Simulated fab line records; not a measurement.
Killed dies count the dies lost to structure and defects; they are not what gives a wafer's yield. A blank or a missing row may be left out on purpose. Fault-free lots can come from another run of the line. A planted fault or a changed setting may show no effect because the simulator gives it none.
What tool caused it? || flow gf180mcu || route of 602 steps, sampled at 1 step: 12 lots, 36 wafers

== WHAT THE GAUGES SHOWED, per wafer ==
GF_V5_THK_MEAS_01.
{"lot": "L238", "measured": "day 26 14:58", "on": "filmMetro-04", "V5_CVD_00_THK (nm)": "299.3 300.4 303.2"}
{"lot": "L240", "measured": "day 27 08:14", "on": "filmMetro-01", "V5_CVD_00_THK (nm)": "306.3 305.0 302.9"}
{"lot": "L241", "measured": "day 27 13:32", "on": "filmMetro-01", "V5_CVD_00_THK (nm)": "300.8 301.3 300.5"}
{"lot": "L251", "measured": "day 30 12:56", "on": "filmMetro-01", "V5_CVD_00_THK (nm)": "304.5 308.2 304.8"}
{"lot": "L253", "measured": "day 31 08:27", "on": "filmMetro-04", "V5_CVD_00_THK (nm)": "305.5 307.6 303.9"}
{"lot": "L254", "measured": "day 31 09:14", "on": "filmMetro-03", "V5_CVD_00_THK (nm)": "298.8 304.5 299.1"}
{"lot": "L255", "measured": "day 31 14:23", "on": "filmMetro-03", "V5_CVD_00_THK (nm)": "302.2 300.8 301.7"}
{"lot": "L256", "measured": "day 31 21:06", "on": "filmMetro-04", "V5_CVD_00_THK (nm)": "301.7 301.0 300.8"}
{"lot": "L257", "measured": "day 32 05:28", "on": "filmMetro-04", "V5_CVD_00_THK (nm)": "296.5 301.3 296.5"}
{"lot": "L258", "measured": "day 32 09:16", "on": "filmMetro-03", "V5_CVD_00_THK (nm)": "298.2 296.6 301.9"}
{"lot": "L259", "measured": "day 32 15:35", "on": "filmMetro-01", "V5_CVD_00_THK (nm)": "297.7 301.6 297.8"}
{"lot": "L260", "measured": "day 32 18:25", "on": "filmMetro-04", "V5_CVD_00_THK (nm)": "301.8 298.3 300.6"}

== EACH LOT AND THE TOOL THAT RAN IT (in order: tool; ch and the chambers of the sampled wafers; start) ==
Before these readings, the record contains no process step.

== WHAT THE TOOLS THEMSELVES READ (means of the sampled wafers that have a number; where no wafer has one, the mark that the record gives instead) ==
The record holds no such reading with a usual standard deviation.

== THE ANSWER, worked out from the rows above alone ==
Rule: the usual values come from the lots themselves. The widest of any qualifying gaps counts: lots, ordered by their means at a reading, are off when they make up no more than a third of the lots, leave a main group of 4 or more, and stand apart from it by 3 or more times the standard deviation of that group's means. A main group whose means are all the same, to the digits that the tables above print for the reading, isn't used. A lot without any number at a reading at which 4 lots or more have one is off too. Where the step has rows for the other lots, those lots are counted as sound. After the gauges, taken in route order, come the tools' own readings; for these a lot's mean is taken, as printed above. At the first step where some lot is off, the reading lying furthest off is the one used; lots without a number count as furthest.
No lot is off at any reading shown: from this, nothing can be told.

== WHAT HAD BEEN PUT IN BY THE SIMULATOR ==
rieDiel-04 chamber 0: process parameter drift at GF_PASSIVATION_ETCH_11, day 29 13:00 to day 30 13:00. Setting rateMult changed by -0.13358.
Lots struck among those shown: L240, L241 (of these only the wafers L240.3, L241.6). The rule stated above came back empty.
